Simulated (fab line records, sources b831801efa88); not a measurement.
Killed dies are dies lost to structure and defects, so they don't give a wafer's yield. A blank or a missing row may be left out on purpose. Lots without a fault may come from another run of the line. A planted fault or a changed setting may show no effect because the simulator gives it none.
Chamber matching | flow gf180mcu | GF_STI_CMP_25 on cmp-02: 4 sister chambers
The step polishes, stops on Si3N4, t overpolish 33 s, target thk 524.6 nm. 4 wafers are shown with their chamber, then 7 later ones without.

WAFERS WITH THEIR CHAMBER
wafer  | chamber | motor_current_A (A)
L075.6 | 0       | 13.3
L077.3 | 3       | 13.2
L083.1 | 2       | 11.2
L083.3 | 1       | 14.2

WAFERS WITHOUT THEIR CHAMBER
wafer  | motor_current_A (A)
L083.6 | 11.4
L095.3 | 12.7
L095.5 | 12.4
L095.6 | 12.0
L096.1 | 11.0
L096.3 | 13.8
L096.6 | 12.5

WHICH CHAMBER EACH WENT THROUGH
wafer  | from the rows above               | in truth
L083.6 | 2                                 | 2
L095.3 | can't be placed: 3 or 0 or 1 or 2 | 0
L095.5 | can't be placed: 3 or 0 or 2 or 1 | 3
L095.6 | can't be placed: 2 or 3 or 0      | 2
L096.1 | 2                                 | 2
L096.3 | can't be placed: 1 or 0 or 3      | 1
L096.6 | can't be placed: 3 or 0 or 2 or 1 | 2
Placed correctly: 2 of 7. Can't be placed from these rows: 5 (the true chamber is among the candidates in 5). Placed wrongly: 0.
How it was worked out, from the rows above alone: a wafer's distance from a chamber is the root of the sum, over the readings, of the square of ((its reading less the chamber's mean) divided by the reading's scatter). The wafer belongs to the nearest chamber; if the next one is less than 2 further off, it can't be placed. A chamber's mean is the mean of its shown wafers. The scatter: with one shown wafer a chamber, the root of the mean of the squares of how far each hidden wafer lies from its nearest shown one.
